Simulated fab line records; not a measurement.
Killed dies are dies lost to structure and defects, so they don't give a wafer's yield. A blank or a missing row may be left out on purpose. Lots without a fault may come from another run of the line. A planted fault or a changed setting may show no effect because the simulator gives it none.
fab line records ; flow sky130
record: lots: 11; wafers: 33; last_day: 50
route steps=708 shown POLY_CUT@317 VIA4@650 PASSIVATION@693 PAD_OPEN@702
lots untouched by any fault: they come from a run of this same line in which no faults occurred
start_h: hours from the record's opening day to when the first of the lot's shown wafers began ; wait_h: hours since the lot's step before ; " identical to the entry in the row above ; L1.1+2: a row that stands for several wafers ; - value missing, or start not given ; * or withheld: withheld ; < > ~ a bound
route shown NAME@n: names a module that has steps shown in the file, with the first one's number in the route ; usual: mean/standard deviation taken from wafers without a fault ; same: alike in all rows ; chamber/n: place in a boat ; sites: per-site readings ; _std_site: the standard deviation of these ; _edge_site: mean of outer sites minus mean of inner sites ; radius_mm: for every site, how far away it sits from the centre of the wafer ; mask NAME#n: copy n ; behind: the last tool/chamber to shape the wafer ; hold: why the lot went on hold/how many hours it stayed there/how the hold came to an end ; device: transistor that didn't switch, given as n, p or np ; end of line: at the end of the route, the tests of the same wafers ; where a step has no rows: the recipe by itself ; killed: count of dies lost to structure and defects at first sort (not the wafer's yield) ; map: a wafer's dies, x killed, . not, _ none there
set.NAME: the run value of the setting; set.NAME@STEP: its run value at that earlier step ; model.NAME: the simulator's own value behind a step, which no gauge read
route steps across a sampled set of lots; one table per step, one row per wafer
services: from which hour (start_h, from the record's first day; less than 0 if before it) a tool's chamber was out of use, for how many hours, and why
== steps ==
step: SKY_POLY_CUT_ETCH_10
recipe: chemistry: N2/H2; target: BARC; ion_energy_ev: 200; source_w: 500; bias_w: 100; pressure_mtorr: 30; n2_flow_sccm: 100; h2_flow_sccm: 200; stop_on: SiO2; time_s: 45.9; target_depth_a: 600
usual: bias_w: 100.02/0.3; drypump_motor_current_A: 5.9/0.43; h2_flow_sccm: 200.0/0.59; oes_product_au: 0.855/0.0053; throttle_valve_pct: 13.225/0.0091
lot.wafer;tool;chamber;start_h;wait_h;bias_w;drypump_motor_current_A;h2_flow_sccm;oes_product_au;rf_hours_counter_h;throttle_valve_pct
L751.2;rie_diel-01;3;553.99;0.0;100.22;6.3;200.4;0.861;4;13.224
L751.4;rie_diel-01;2;553.99;0.0;100.20;6.2;200.1;0.853;63;13.211
L751.5;rie_diel-01;0;553.99;0.0;99.57;5.8;199.8;0.856;-;13.226
L752.1;rie_diel-02;2;570.96;0.0;100.36;5.5;200.6;0.863;13;13.223
L752.4;rie_diel-02;3;570.96;0.0;100.13;6.0;199.8;0.852;-;13.239
L752.6;rie_diel-02;1;570.96;0.0;99.70;5.6;200.4;0.863;-;13.230
L753.3;rie_diel-01;0;579.54;0.0;99.76;5.8;200.0;0.851;5;13.229
L753.4;rie_diel-01;3;579.54;0.0;99.85;6.3;200.8;0.853;5;13.223
L753.5;rie_diel-01;0;579.54;0.0;99.98;5.7;199.7;0.852;-;13.216
L754.1;rie_diel-01;1;589.56;0.0;99.93;5.6;201.0;0.858;33;13.218
L754.4;rie_diel-01;3;589.56;0.0;99.48;6.3;199.6;0.861;5;13.241
L754.5;rie_diel-01;2;589.56;0.0;100.18;6.2;199.3;0.856;-;13.227
L755.4;rie_diel-01;3;605.14;0.0;100.21;6.4;201.0;0.846;5;13.218
L755.5;rie_diel-01;1;605.14;0.0;100.42;5.5;200.1;0.866;-;13.216
L755.6;rie_diel-01;0;605.14;0.0;99.93;5.8;199.4;0.857;-;13.221
L756.2;rie_diel-03;1;615.06;0.0;99.80;4.9;199.5;0.849;17;13.216
L756.4;rie_diel-03;3;615.06;0.0;99.68;6.2;200.6;0.857;39;13.235
L756.6;rie_diel-03;1;615.06;0.0;99.57;4.9;198.2;0.861;-;13.222
L757.1;rie_diel-01;0;623.44;0.0;99.97;5.8;200.1;0.844;6;13.212
L757.5;rie_diel-01;0;623.44;0.0;100.07;5.8;199.7;0.853;-;13.220
L757.6;rie_diel-01;3;623.44;0.0;99.56;6.4;200.5;0.850;-;13.216
L758.1;rie_diel-03;2;625.91;0.0;100.00;6.6;199.4;0.866;3;13.224
L758.2;rie_diel-03;3;625.91;0.0;99.31;6.2;199.6;0.868;39;13.223
L758.5;rie_diel-03;0;625.91;0.0;100.01;5.9;199.9;0.854;-;13.220
L767.1;rie_diel-01;0;693.46;0.0;99.91;5.8;199.8;0.853;8;13.233
L767.4;rie_diel-01;3;693.46;0.0;99.52;6.4;199.6;0.853;7;13.232
L767.5;rie_diel-01;1;693.46;0.0;99.82;5.5;199.1;0.853;-;13.223
L771.1;rie_diel-03;0;725.49;0.0;100.18;5.9;200.0;0.855;13;13.231
L771.4;rie_diel-03;2;725.49;0.0;99.64;6.7;198.8;0.857;6;13.219
L771.6;rie_diel-03;0;725.49;0.0;100.39;5.9;199.5;0.859;-;13.225
L772.2;rie_diel-03;1;735.11;0.0;99.99;4.9;199.3;0.858;20;13.229
L772.3;rie_diel-03;0;735.11;0.0;99.64;5.9;199.3;0.849;13;13.231
L772.6;rie_diel-03;0;735.11;0.0;99.81;5.9;200.0;0.848;-;13.241
step: SKY_VIA4_OVL_MEAS_11
usual: VIA4_OVL: 0.4/1.1
lot.wafer;tool;chamber;start_h;wait_h;VIA4_OVL[nm]
L751.2;overlay-01;-;1004.44;0.1;-0.2
L751.4;overlay-01;-;1004.44;0.1;-0.2
L751.5;overlay-01;-;1004.44;0.1;0.2
L752.1;overlay-02;-;1017.73;0.1;1.3
L752.4;overlay-02;-;1017.73;0.1;0.2
L752.6;overlay-02;-;1017.73;0.1;0.5
L753.3;overlay-01;-;1022.64;0.1;2.3
L753.4;overlay-01;-;1022.64;0.1;2.8
L753.5;overlay-01;-;1022.64;0.1;1.6
L754.1;overlay-01;-;1033.48;0.1;-0.8
L754.4;overlay-01;-;1033.48;0.1;-0.3
L754.5;overlay-01;-;1033.48;0.1;0.4
L755.4;overlay-01;-;1046.28;0.1;-1.5
L755.5;overlay-01;-;1046.28;0.1;-1.7
L755.6;overlay-01;-;1046.28;0.1;-3.2
L756.2;overlay-02;-;1053.82;0.1;-0.5
L756.4;overlay-02;-;1053.82;0.1;0.6
L756.6;overlay-02;-;1053.82;0.1;-0.1
L758.1;overlay-02;-;1057.36;0.1;1.8
L758.2;overlay-02;-;1057.36;0.1;0.7
L758.5;overlay-02;-;1057.36;0.1;1.2
L757.1;overlay-02;-;1058.40;0.1;0.7
L757.5;overlay-02;-;1058.40;0.1;0.6
L757.6;overlay-02;-;1058.40;0.1;0.1
L767.1;overlay-02;-;1108.20;0.1;1.8
L767.4;overlay-02;-;1108.20;0.1;0.0
L767.5;overlay-02;-;1108.20;0.1;-1.0
L771.1;overlay-01;-;1130.86;0.1;-1.0
L771.4;overlay-01;-;1130.86;0.1;-1.3
L771.6;overlay-01;-;1130.86;0.1;-1.0
L772.2;overlay-02;-;1136.77;0.1;1.5
L772.3;overlay-02;-;1136.77;0.1;0.8
L772.6;overlay-02;-;1136.77;0.1;0.1
step: SKY_PASSIVATION_STRIP_12
recipe: chemistry: O2/N2; power_w: 1400; pressure_mtorr: 1500; platen_temp_c: withheld; overash_fraction: 0.7; o2_flow_sccm: 3000; n2_flow_sccm: 300
usual: drypump_motor_current_A: 5.7/0.37; o2_flow_sccm: 3001/10; oes_product_au: 0.661/0.0046; strip_time_to_endpoint_s: 31.55/0.13
lot.wafer;tool;chamber;start_h;wait_h;drypump_motor_current_A;o2_flow_sccm;oes_product_au;rf_hours_counter_h;strip_time_to_endpoint_s
L751.2;plasma_asher-03;1;1054.27;0.1;6.0;2992;0.661;29;31.64
L751.4;plasma_asher-03;0;1054.27;0.1;5.2;3008;0.668;-;31.44
L751.5;plasma_asher-03;1;1054.27;0.1;6.0;2994;0.657;-;31.61
L752.1;plasma_asher-04;0;1065.71;0.1;5.6;3017;0.659;64;31.50
L752.4;plasma_asher-04;1;1065.71;0.1;5.9;3004;0.660;-;31.46
L752.6;plasma_asher-04;1;1065.71;0.1;5.9;3001;0.662;-;31.60
L753.3;plasma_asher-03;1;1069.90;0.1;6.0;3010;0.662;-;31.53
L753.4;plasma_asher-03;0;1069.90;0.1;5.2;3000;0.659;-;31.74
L753.5;plasma_asher-03;1;1069.90;0.1;6.0;3001;0.660;-;31.67
L754.1;plasma_asher-01;1;1079.47;0.1;5.6;2990;0.659;1;31.33
L754.4;plasma_asher-01;0;1079.47;0.1;6.3;2999;0.662;-;31.45
L754.5;plasma_asher-01;1;1079.47;0.1;5.6;2998;0.667;-;31.43
L755.4;plasma_asher-04;1;1091.35;0.0;5.9;3001;0.662;-;31.62
L755.5;plasma_asher-04;1;1091.35;0.0;5.9;2997;0.663;-;31.39
L755.6;plasma_asher-04;0;1091.35;0.0;5.7;3011;0.659;-;31.53
L756.2;plasma_asher-04;0;1096.56;0.1;5.6;3011;0.660;67;31.65
L756.4;plasma_asher-04;1;1096.56;0.1;5.9;2998;0.659;-;31.60
L756.6;plasma_asher-04;1;1096.56;0.1;5.9;3003;0.660;-;31.38
L758.1;plasma_asher-01;0;1101.21;0.1;6.4;3011;0.663;3;31.68
L758.2;plasma_asher-01;1;1101.21;0.1;5.6;2991;0.668;3;31.56
L758.5;plasma_asher-01;0;1101.21;0.1;6.4;3010;0.654;-;31.62
L757.1;plasma_asher-03;1;1101.66;0.1;6.0;2987;0.656;34;31.70
L757.5;plasma_asher-03;1;1101.66;0.1;6.0;2994;0.669;-;31.70
L757.6;plasma_asher-03;0;1101.66;0.1;5.2;3009;0.663;-;31.64
L767.1;plasma_asher-04;0;1150.01;0.1;5.6;2997;0.673;73;31.53
L767.4;plasma_asher-04;0;1150.01;0.1;5.6;2998;0.652;-;31.60
L767.5;plasma_asher-04;1;1150.01;0.1;5.9;3012;0.666;-;31.34
L771.1;plasma_asher-01;1;1169.76;0.1;5.5;3011;0.661;8;31.52
L771.4;plasma_asher-01;1;1169.76;0.1;5.5;3012;0.660;-;31.42
L771.6;plasma_asher-01;0;1169.76;0.1;6.4;3016;0.661;-;31.45
L772.2;plasma_asher-01;0;1176.77;0.1;6.4;2992;0.670;8;31.65
L772.3;plasma_asher-01;0;1176.77;0.1;6.4;2993;0.664;-;31.87
L772.6;plasma_asher-01;1;1176.77;0.1;5.6;2986;0.652;-;31.71
step: SKY_PAD_OPEN_STRIP_08
recipe: chemistry: O2/N2; power_w: 1400; pressure_mtorr: 1500; platen_temp_c: withheld; overash_fraction: 0.7; o2_flow_sccm: 3000; n2_flow_sccm: 300
usual: drypump_motor_current_A: 5.62/0.27; o2_flow_sccm: 3000/9.3; oes_product_au: 0.663/0.0042; strip_time_to_endpoint_s: 37.11/0.11
lot.wafer;tool;chamber;start_h;wait_h;drypump_motor_current_A;o2_flow_sccm;oes_product_au;rf_hours_counter_h;strip_time_to_endpoint_s
L751.2;plasma_asher-02;1;1075.79;0.1;5.44;2997;0.660;91;37.13
L751.4;plasma_asher-02;1;1075.79;0.1;5.44;2999;0.661;-;37.07
L751.5;plasma_asher-02;0;1075.79;0.1;5.58;2996;0.664;-;36.95
L752.1;plasma_asher-04;0;1086.79;0.1;5.59;3001;0.661;66;37.18
L752.4;plasma_asher-04;0;1086.79;0.1;5.60;3000;0.669;-;37.17
L752.6;plasma_asher-04;1;1086.79;0.1;5.92;2998;0.661;-;37.14
L753.3;plasma_asher-02;1;1090.62;0.1;5.45;3006;0.660;-;37.01
L753.4;plasma_asher-02;0;1090.62;0.1;5.61;3006;0.662;-;37.16
L753.5;plasma_asher-02;0;1090.62;0.1;5.60;2999;0.660;-;37.10
L754.1;plasma_asher-03;0;1097.99;0.1;5.15;2997;0.665;34;37.28
L754.4;plasma_asher-03;1;1097.99;0.1;5.96;3009;0.666;-;37.34
L754.5;plasma_asher-03;0;1097.99;0.1;5.16;2997;0.661;-;37.30
L755.4;plasma_asher-03;0;1108.97;0.1;5.14;2991;0.659;-;37.07
L755.5;plasma_asher-03;1;1108.97;0.1;6.01;2991;0.657;-;37.14
L755.6;plasma_asher-03;0;1108.97;0.1;5.17;2992;0.668;-;37.08
L756.2;plasma_asher-02;0;1116.01;0.1;5.56;2992;0.669;96;37.24
L756.4;plasma_asher-02;1;1116.01;0.1;5.44;3002;0.663;-;36.97
L756.6;plasma_asher-02;1;1116.01;0.1;5.44;2994;0.664;-;37.10
L758.1;plasma_asher-03;1;1120.76;0.1;6.03;3011;0.663;36;37.11
L758.2;plasma_asher-03;0;1120.76;0.1;5.17;3011;0.669;36;37.10
L758.5;plasma_asher-03;0;1120.76;0.1;5.16;3002;0.662;-;36.96
L757.1;plasma_asher-04;1;1121.44;0.1;5.92;2991;0.672;70;36.97
L757.5;plasma_asher-04;1;1121.44;0.1;5.91;2989;0.668;-;37.06
L757.6;plasma_asher-04;0;1121.44;0.1;5.64;2987;0.671;-;36.99
L767.1;plasma_asher-02;0;1167.66;0.1;5.54;2998;0.664;102;36.98
L767.4;plasma_asher-02;1;1167.66;0.1;5.47;3003;0.661;-;36.92
L767.5;plasma_asher-02;0;1167.66;0.1;5.53;3000;0.664;-;36.98
L771.1;plasma_asher-04;1;1186.79;0.1;5.90;2998;0.667;77;37.20
L771.4;plasma_asher-04;0;1186.79;0.1;5.62;3005;0.667;-;37.17
L771.6;plasma_asher-04;0;1186.79;0.1;5.65;2989;0.664;-;37.22
L772.2;plasma_asher-04;1;1192.82;0.1;5.94;3013;0.667;78;37.23
L772.3;plasma_asher-04;0;1192.82;0.1;5.68;2986;0.659;-;37.10
L772.6;plasma_asher-04;0;1192.82;0.1;5.64;2995;0.666;-;37.19
step: SKY_PAD_OPEN_PROBE_99
usual: killed_at_M0_to_M3: 43/7.9; killed_at_M4_up: 2.9/1.8; killed_at_contacts: 24/5.5; killed_at_front_end: 15/4.2; killed_at_other: 0.2/0.46; killed_dies: 86/11; killed_open: 47/8.1; killed_short: 39/6.4
same: gross_dies: 492; killed_at_back_side: 0
lot.wafer;tool;chamber;start_h;wait_h;hold;killed_at_M0_to_M3;killed_at_M4_up;killed_at_contacts;killed_at_front_end;killed_at_other;killed_dies;killed_open;killed_short
L751.2;prober-01;-;1078.05;0.1;-;28;4;22;11;0;65;36;29
L751.4;prober-01;-;1078.15;0.2;-;48;3;30;18;0;99;56;43
L751.5;prober-01;-;1078.20;0.2;-;44;6;24;11;0;85;41;44
L752.1;prober-02;-;1089.00;0.1;-;35;6;39;14;0;94;42;52
L752.4;prober-02;-;1089.15;0.2;-;28;4;19;15;0;66;37;29
L752.6;prober-02;-;1089.25;0.2;-;66;0;22;23;1;112;78;34
L758.1;prober-01;-;1123.01;0.1;-;36;2;19;15;0;72;38;34
L758.2;prober-01;-;1123.06;0.1;-;34;1;28;17;0;80;45;35
L758.5;prober-01;-;1123.21;0.2;-;45;1;24;11;0;81;49;32
L767.1;prober-01;-;1169.88;0.1;await_dispo/3.2h/release;45;2;16;51;0;114;39;32
L767.4;prober-01;-;1170.03;0.2;await_dispo/3.2h/release;50;3;27;12;0;92;54;38
L767.5;prober-01;-;1170.08;0.2;await_dispo/3.2h/release;54;5;26;17;0;102;51;51
L771.1;prober-01;-;1189.01;0.1;-;44;3;31;18;0;96;51;45
L771.4;prober-01;-;1189.16;0.2;-;48;4;21;14;0;87;38;49
L771.6;prober-01;-;1189.26;0.2;-;67;2;27;11;0;107;61;46
L772.2;prober-02;-;1195.08;0.1;-;39;4;27;7;0;77;40;37
L772.3;prober-02;-;1195.13;0.2;-;35;5;12;19;0;71;39;32
L772.6;prober-02;-;1195.28;0.2;-;41;5;29;20;1;96;54;42
killed by level:class
L751.2 CONTACT:geometric_particle:open=9 VIA1:geometric_particle:open=7 CONTACT:geometric_particle:short=5 LI_CONTACT:geometric_particle:open=4 METAL1:geometric_particle:open=4 VIA1:geometric_particle:short=4 METAL4:geometric_particle:short=4 VIA2:geometric_particle:short=3
L751.4 VIA1:geometric_particle:open=14 CONTACT:geometric_particle:open=12 LI_CONTACT:geometric_particle:open=7 VIA3:geometric_particle:open=7 POLY_GATE:geometric_particle:open=6 LI_CONTACT:geometric_particle:short=5 VIA2:geometric_particle:open=5 VIA1:geometric_particle:short=5
L751.5 VIA1:geometric_particle:open=11 METAL2:geometric_particle:short=8 METAL1:geometric_particle:short=8 CONTACT:geometric_particle:open=7 VIA2:geometric_particle:open=7 LI_CONTACT:geometric_particle:open=5 CONTACT:geometric_particle:short=5 METAL4:geometric_particle:short=5
L752.1 CONTACT:geometric_particle:open=13 LI_CONTACT:geometric_particle:open=9 CONTACT:geometric_particle:short=8 METAL2:geometric_particle:short=7 VIA1:geometric_particle:open=7 LOCAL_INTERCONNECT:geometric_particle:short=6 VIA1:geometric_particle:short=6 METAL4:geometric_particle:short=5
L752.4 VIA1:geometric_particle:open=7 CONTACT:geometric_particle:open=6 FIELD_ISO:geometric_particle:short=5 POLY_GATE:geometric_particle:open=5 LI_CONTACT:geometric_particle:open=5 VIA2:geometric_particle:open=5 VIA2:geometric_particle:short=3 LOCAL_INTERCONNECT:geometric_particle:short=3
L752.6 VIA1:geometric_particle:open=21 VIA2:geometric_particle:open=15 LI_CONTACT:geometric_particle:open=9 CONTACT:geometric_particle:open=7 VIA1:geometric_particle:short=6 METAL2:geometric_particle:short=6 FIELD_ISO:geometric_particle:open=5 METAL1:geometric_particle:short=5
L758.1 VIA1:geometric_particle:open=12 CONTACT:geometric_particle:short=5 VIA3:geometric_particle:open=5 FIELD_ISO:geometric_particle:open=4 FIELD_ISO:geometric_particle:short=4 LI_CONTACT:geometric_particle:short=4 POLY_GATE:geometric_particle:short=3 LI_CONTACT:geometric_particle:open=3
L758.2 CONTACT:geometric_particle:open=13 VIA1:geometric_particle:open=9 FIELD_ISO:geometric_particle:open=6 LOCAL_INTERCONNECT:geometric_particle:short=6 CONTACT:geometric_particle:short=5 METAL1:geometric_particle:short=4 VIA1:geometric_particle:short=4 VIA2:geometric_particle:open=4
L758.5 VIA1:geometric_particle:open=12 CONTACT:geometric_particle:open=10 VIA2:geometric_particle:open=7 VIA1:geometric_particle:short=6 METAL2:geometric_particle:short=6 VIA3:geometric_particle:open=5 LI_CONTACT:geometric_particle:open=4 POLY_GATE:geometric_particle:open=4
L767.1 POLY_CUT:unspecified=43 VIA3:geometric_particle:open=9 VIA2:geometric_particle:open=6 METAL2:geometric_particle:short=5 VIA1:geometric_particle:open=5 CONTACT:geometric_particle:open=5 METAL1:geometric_particle:short=5 LI_CONTACT:geometric_particle:short=4
L767.4 CONTACT:geometric_particle:open=11 VIA1:geometric_particle:open=11 VIA3:geometric_particle:open=9 LI_CONTACT:geometric_particle:open=7 METAL1:geometric_particle:short=7 FIELD_ISO:geometric_particle:short=5 VIA2:geometric_particle:open=5 LI_CONTACT:geometric_particle:short=4
L767.5 VIA1:geometric_particle:open=17 CONTACT:geometric_particle:open=11 VIA1:geometric_particle:short=8 VIA3:geometric_particle:short=7 LI_CONTACT:geometric_particle:open=6 METAL2:geometric_particle:short=6 FIELD_ISO:geometric_particle:short=5 LOCAL_INTERCONNECT:geometric_particle:short=5
L771.1 CONTACT:geometric_particle:open=14 METAL1:geometric_particle:short=8 VIA2:geometric_particle:open=8 CONTACT:geometric_particle:short=7 VIA1:geometric_particle:open=6 FIELD_ISO:geometric_particle:short=5 LI_CONTACT:geometric_particle:open=5 POLY_GATE:geometric_particle:short=4
L771.4 METAL1:geometric_particle:short=9 VIA2:geometric_particle:open=7 VIA1:geometric_particle:open=7 LI_CONTACT:geometric_particle:open=6 CONTACT:geometric_particle:open=6 METAL2:geometric_particle:short=6 FIELD_ISO:geometric_particle:short=4 FIELD_ISO:geometric_particle:open=4
L771.6 VIA2:geometric_particle:open=13 CONTACT:geometric_particle:open=12 VIA3:geometric_particle:open=12 METAL3:geometric_particle:short=9 METAL2:geometric_particle:short=7 LI_CONTACT:geometric_particle:open=6 VIA1:geometric_particle:open=6 VIA2:geometric_particle:short=5
L772.2 CONTACT:geometric_particle:open=9 METAL1:geometric_particle:short=8 VIA1:geometric_particle:open=8 LI_CONTACT:geometric_particle:open=7 VIA3:geometric_particle:open=7 CONTACT:geometric_particle:short=5 FIELD_ISO:geometric_particle:short=4 METAL2:geometric_particle:short=4
L772.3 VIA1:geometric_particle:open=10 CONTACT:geometric_particle:open=6 POLY_GATE:geometric_particle:short=5 VIA3:geometric_particle:open=5 CONTACT:geometric_particle:short=4 METAL2:geometric_particle:short=4 VIA2:geometric_particle:open=4 FIELD_ISO:geometric_particle:open=3
L772.6 LI_CONTACT:geometric_particle:open=12 VIA1:geometric_particle:open=10 CONTACT:geometric_particle:open=7 LOCAL_INTERCONNECT:geometric_particle:short=6 VIA1:geometric_particle:short=6 METAL1:geometric_particle:open=5 POLY_GATE:geometric_particle:open=5 POLY_GATE:geometric_particle:short=4
== services ==
tool;chamber;start_h;hours;kind
rie_diel-01;-;544.87;0.3;repair
rie_diel-01;-;565.64;2.8;pm
plasma_asher-02;-;624.06;1.2;repair
plasma_asher-03;-;654.32;1.9;repair
plasma_asher-04;-;699.34;7.2;repair
plasma_asher-03;-;733.75;9.0;pm
plasma_asher-04;-;830.09;0.3;repair
rie_diel-01;1;879.58;9.8;repair
rie_diel-01;3;901.83;6.0;repair
rie_diel-01;3;911.02;10.0;repair
rie_diel-01;-;929.86;0.6;repair
plasma_asher-03;-;933.84;14.6;pm
plasma_asher-04;-;951.30;2.8;pm
rie_diel-01;1;970.35;2.5;repair
plasma_asher-04;-;981.75;1.3;repair
plasma_asher-03;-;985.53;1.4;repair
rie_diel-01;0;1004.77;5.9;repair
rie_diel-01;1;1024.30;2.1;repair
rie_diel-01;2;1064.64;51.9;repair
plasma_asher-03;-;1081.44;9.2;repair
rie_diel-01;1;1102.75;9.4;repair
rie_diel-01;2;1118.24;4.1;repair
plasma_asher-03;-;1147.83;15.6;pm
rie_diel-01;0;1168.22;17.3;repair
== key ==
first_sign: step: SKY_PAD_OPEN_PROBE_99; reading: killed_at_front_end; direction: up; sigmas: 8.5; usual: 15; struck: 51
effect: step: SKY_PAD_OPEN_PROBE_99; reading: killed_dies; direction: up; sigmas: 2.6; usual: 86; struck: 114
met_at SKY_POLY_CUT_ETCH_10
struck_lots L767
struck_wafers L767.1
tester_left_out L767
not_acting_at SKY_VIA4_OVL_MEAS_11,SKY_PASSIVATION_STRIP_12,SKY_PAD_OPEN_STRIP_08
onset_between 623.44 693.46
fault: kind: chamber_particle_source; tool: rie_diel-01; chamber: 0; onset_h: 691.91; steps: SKY_POLY_CUT_ETCH_10; rate_per_visit_cm2: 1.5827; end_h: 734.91
tester_left_out: of these lots the tester's yield and bins aren't shown, on N5 and GAA mostly nor the transistor test; their killed dies are dies lost to structure and defects alone, not to doping, threshold or leakage, so they don't give the yield
